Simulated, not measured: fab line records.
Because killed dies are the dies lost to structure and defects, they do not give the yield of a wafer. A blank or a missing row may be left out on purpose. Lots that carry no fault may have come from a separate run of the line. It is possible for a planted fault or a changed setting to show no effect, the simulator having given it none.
Struck lot and sound lot, side by side | flow sky130 | 38 steps out of a route of 708
Sound: these wafers, L320.1, L320.2, L320.3. Wafers struck: L324.2, L324.5, L324.6. The cause is given at the end.
Order at every step that has rows: each side's tool, ch and its chambers, its first start. Under that, the readings that differ: sound wafers | struck wafers | difference of the means | sigmas: that difference in standard deviations of wafers without a fault.
alike: words and numbers the same on both sides, and readings whose means are apart by under 2 such deviations; not compared: readings that were withheld, readings missing a value for some wafer, numbers with overlapping values and no deviation given by the record, and bounds like >300 which may hide the same value.
A row with sigmas, a row that says differs or no value, or rows on one side alone: a step with any of these is where the two part. Non-overlapping numbers with no deviation appear without sigmas and do not part them. A reading that every wafer of one side lacks parts them only if that side has two wafers or more.

first, 10 steps without rows for these wafers: SKY_RES_PROTECT_DEHYDRATE_00 (time 60 s); SKY_RES_PROTECT_HMDS_01 (prime time 60 s); SKY_RES_PROTECT_COAT_02 (resist thk 1140 nm); SKY_RES_PROTECT_SOFTBAKE_03 (time 60 s); SKY_RES_PROTECT_EXPOSE_04 (exposes mask RPM, target cd 1270 nm); SKY_RES_PROTECT_PEB_05; SKY_RES_PROTECT_DEVELOP_06 (develop time 60 s); SKY_POLY_GATE_IMPLANT_02; SKY_RES_PROTECT_STRIP_07 (strips in O2/N2); SKY_RES_PROTECT_CLEAN_09 (cleans in SC1/SC2, time 150 s).
SKY_POLY_GATE_CVD_03: deposits Si3N4 from DCS/NH3, target thk 75 nm, time 1290 s.
  sound on lpcvd-02 ch 0, day 17 15:41; struck on lpcvd-02 ch 1, day 18 13:19
  reading                                     | sound            | struck           | difference | sigmas
  model.Si3N4_of_POLY_GATE_CVD_03.thk-nm (nm) | 73.97 74.6 74.04 | 55.5 54.63 54.66 | -19.3      |
SKY_POLY_GATE_THK_MEAS_04:
  struck on film-metro-01, day 18 14:41; sound on film-metro-02, day 17 17:03
  reading                   | sound          | struck         | difference | sigmas
  POLY_GATE_CVD_03_THK (nm) | 74.0 74.6 74.0 | 55.5 54.6 54.7 | -19.3      | -28
then, 9 steps without rows for these wafers: SKY_POLY_GATE_DEHYDRATE_05 (time 60 s); SKY_POLY_GATE_HMDS_06 (prime time 60 s); SKY_POLY_GATE_COAT_07 (resist thk 110 nm); SKY_POLY_GATE_COAT_08 (resist thk 450 nm); SKY_POLY_GATE_SOFTBAKE_09 (time 90 s); SKY_POLY_GATE_EXPOSE_10 (exposes mask P1M, target cd 150 nm); SKY_POLY_GATE_PEB_11; SKY_POLY_GATE_DEVELOP_12 (develop time 60 s); SKY_POLY_GATE_ETCH_15 (etches BARC in N2/H2, stops on SiO2, time 118.5 s, target depth 110 nm).
SKY_POLY_GATE_ETCH_16: etches Si3N4 in CH3F/O2, stops on poly-Si, time 147.5 s, target depth 75 nm.
  sound on rie-diel-02 ch 0,1,2, day 18 23:56; struck on rie-diel-04 ch 0,1,3, day 19 20:50
  reading                  | sound             | struck            | difference | sigmas
  oes-product-au (a.u.)    | 0.637 0.641 0.640 | 0.577 0.566 0.574 | -0.067     | -13
  model.etch.depth-nm (nm) | 73.97 74.6 74.04  | 55.5 54.63 54.66  | -19.3      |
  alike: O2_flow_sccm, drypump-motor-current-A, throttle-valve-pct
  not compared: rf-hours-counter-h
then, 13 steps without rows for these wafers: SKY_POLY_GATE_ETCH_17 (etches poly-Si in HBr/Cl2, stops on SiO2, target depth 180 nm, time 70.5 s); SKY_POLY_GATE_STRIP_18 (strips in O2/N2); SKY_POLY_GATE_CLEAN_19 (cleans in SC1/SC2, time 150 s); SKY_POLY_GATE_OXIDATION_20 (stabilise 600 s, purge 300 s, target thk 4 nm); SKY_LDD_N_DEHYDRATE_00 (time 60 s); SKY_LDD_N_HMDS_01 (prime time 60 s); SKY_LDD_N_COAT_02 (resist thk 300 nm); SKY_LDD_N_SOFTBAKE_03 (time 60 s); SKY_LDD_N_EXPOSE_04 (exposes mask NTM, target cd 840 nm); SKY_LDD_N_PEB_05; SKY_LDD_N_DEVELOP_06 (develop time 60 s); SKY_LDD_N_IMPLANT_08; SKY_LDD_N_IMPLANT_09.
-- a jump in the record: the struck wafers' starts before and after are 6 days apart (it breaks off in module LDD_N and resumes in module LDD_LDN, where the first step shown is number 303 of the route) --
SKY_LDD_LDN_CLEAN_14: cleans in SC1/SC2, time 150 s.
  sound on wet-bench-03 ch 2, day 25 19:56; struck on wet-bench-01 ch 0, day 26 06:38
  reading                                     | sound            | struck           | difference | sigmas
  model.Si3N4_of_POLY_GATE_CVD_03.thk-nm (nm) | 73.83 74.46 73.9 | 55.37 54.5 54.53 | -19.26     |
SKY_POLY_CUT_ETCH_11: etches Si3N4 in CF4/CH2F2/Ar, stops on poly-Si, time 42.5 s, target depth 60 nm.
  sound on rie-diel-04 ch 0,1,2, day 27 02:50; struck on rie-diel-04 ch 0,3, day 27 16:17
  reading                              | sound                | struck               | difference | sigmas
  oes-product-au (a.u.)                | 0.818 0.825 0.824    | 0.721 0.705 0.702    | -0.113     | -16
  throttle-valve-pct (%)               | 15.003 15.004 14.988 | 14.974 14.989 14.974 | -0.019     | -2
  model.etch.depth-nm (nm)             | 61.1 61.62 61.2      | 45.44 44.99 44.8     | -16.23     |
  model.POLY_CUT.feature-depth-nm (nm) | 61.1 61.62 61.2      | 45.44 44.99 44.8     | -16.23     |
  alike: cf4-flow-sccm, drypump-motor-current-A
  not compared: rf-hours-counter-h
then, 1 step without rows for these wafers: SKY_PAD_OPEN_PROBE_99.

WHERE THEY PART
At SKY_POLY_GATE_THK_MEAS_04 first; at SKY_POLY_CUT_ETCH_11 last (within this record only).

WHY: what had been put in by the simulator
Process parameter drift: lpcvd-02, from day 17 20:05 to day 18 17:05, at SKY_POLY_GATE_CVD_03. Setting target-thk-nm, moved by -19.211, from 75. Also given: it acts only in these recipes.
